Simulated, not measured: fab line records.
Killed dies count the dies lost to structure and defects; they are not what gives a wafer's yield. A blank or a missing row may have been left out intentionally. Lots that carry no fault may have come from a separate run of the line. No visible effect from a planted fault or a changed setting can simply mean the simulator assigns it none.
Check of tool commonality | flow gf180mcu | 39 wafers sampled across 13 lots

== WHAT PROMPTED THE OPENING ==
Of 13 lots, 3 have the reading V1_CVD_02_THK flagged at GF_V1_THK_MEAS_03. Wafers without a fault read 852 nm, standard deviation 12.
Rule: flag the lot when none of its wafers has a number, or when each of its wafers that has one lies beyond 4 standard deviations from that mean. As for the other lots, they are considered sound.

lot  | measured     | on            | V1_CVD_02_THK (nm), wafer by wafer | flag
L823 | day 17 09:32 | film-metro-02 | 825 832 862                        |
L827 | day 18 12:51 | film-metro-02 | 858 835 848                        |
L828 | day 18 21:34 | film-metro-04 | 867 869 865                        |
L829 | day 19 02:47 | film-metro-04 | 832 855 853                        |
L830 | day 19 23:09 | film-metro-04 | 849 853 841                        |
L831 | day 20 08:58 | film-metro-02 | 846 862 867                        |
L832 | day 20 13:32 | film-metro-02 | 847 854 859                        |
L833 | day 21 00:01 | film-metro-04 | 857 859 859                        |
L837 | day 22 15:19 | film-metro-04 | 859 837 844                        |
L838 | day 22 19:10 | film-metro-02 | 841 866 854                        |
L840 | day 23 12:26 | film-metro-01 | 293 287 300                        | FLAGGED
L841 | day 23 20:46 | film-metro-04 | 291 296 303                        | FLAGGED
L842 | day 24 00:00 | film-metro-01 | 298 292 308                        | FLAGGED
The numbers of the flagged lots are 296 nm on average: -556 nm against the usual, or -46 standard deviations.

== LOT BY LOT: THE TOOL USED ==
2 process steps preceding the reading are held in the record, out of 602 steps in the route. Read each cell as the tool, then ch plus the chambers that the sampled wafers visited, then the start.
lot  | flag    | GF_M1_SPUTTER_01             | GF_V1_CVD_02
L823 |         | pvd-sputter-02, day 16 10:31 | pecvd-02 ch 0,1, day 17 09:26
L827 |         | pvd-sputter-04, day 17 12:11 | pecvd-02 ch 0,1,2, day 18 12:47
L828 |         | pvd-sputter-02, day 17 20:44 | pecvd-01 ch 0,1,2, day 18 21:30
L829 |         | pvd-sputter-02, day 18 02:05 | pecvd-01 ch 0,1,2, day 19 02:43
L830 |         | pvd-sputter-04, day 18 21:36 | pecvd-01 ch 0,1,2, day 19 23:05
L831 |         | pvd-sputter-01, day 19 07:40 | pecvd-01 ch 0,2, day 20 08:54
L832 |         | pvd-sputter-02, day 19 12:43 | pecvd-01 ch 1,2, day 20 13:28
L833 |         | pvd-sputter-04, day 19 22:50 | pecvd-01 ch 0,2, day 20 23:56
L837 |         | pvd-sputter-02, day 21 15:01 | pecvd-02 ch 1,2, day 22 15:14
L838 |         | pvd-sputter-01, day 21 18:28 | pecvd-02 ch 0,1,2, day 22 19:05
L840 | FLAGGED | pvd-sputter-01, day 22 12:58 | pecvd-02 ch 0,1, day 23 12:22
L841 | FLAGGED | pvd-sputter-04, day 22 21:02 | pecvd-02 ch 0,1,2, day 23 20:43
L842 | FLAGGED | pvd-sputter-02, day 23 00:14 | pecvd-02 ch 0,1,2, day 23 23:55
What the steps here do:
- GF_M1_SPUTTER_01: material TiN, target thk 30 nm, time 25 s.
- GF_V1_CVD_02: deposits SiO2 from TEOS, target thk 850 nm, time 94.851 s.
- GF_V1_THK_MEAS_03

== FLAGGED OVER TOTAL, TOOL BY TOOL (the gauges that took the reading come last) ==
step              | tool           | lots run | flagged | share of the flagged lots | sound lots run after its first flagged lot
GF_M1_SPUTTER_01  | pvd-sputter-01 | 3        | 1       | some                      | 0
GF_M1_SPUTTER_01  | pvd-sputter-02 | 6        | 1       | some                      | 0
GF_M1_SPUTTER_01  | pvd-sputter-04 | 4        | 1       | some                      | 0
GF_V1_CVD_02      | pecvd-01       | 6        | 0       | none                      | -
GF_V1_CVD_02      | pecvd-02       | 7        | 3       | all                       | 0
GF_V1_THK_MEAS_03 | film-metro-01  | 2        | 2       | some                      | 0
GF_V1_THK_MEAS_03 | film-metro-02  | 5        | 0       | none                      | -
GF_V1_THK_MEAS_03 | film-metro-04  | 6        | 1       | some                      | 0

== WHAT IS ALLOWED BY THE TABLE ==
1 row of the table ran every flagged lot: pecvd-02 at GF_V1_CVD_02.
- pecvd-02 at GF_V1_CVD_02: 3 of its 7 lots flagged. Last sound lot L838 at day 22 19:05, first flagged lot L840 at day 23 12:22; a fault beginning in between fits. Its own readings lie more than 4 standard deviations out on every wafer of the flagged lots: run-length-s.
One tool is left: pecvd-02 at GF_V1_CVD_02.

== WHAT WAS PUT IN BY THE SIMULATOR ==
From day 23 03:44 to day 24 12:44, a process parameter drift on pecvd-02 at GF_V1_CVD_02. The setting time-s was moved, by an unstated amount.
Shown lots that were struck: L840, L841, L842. The rule above found the same.
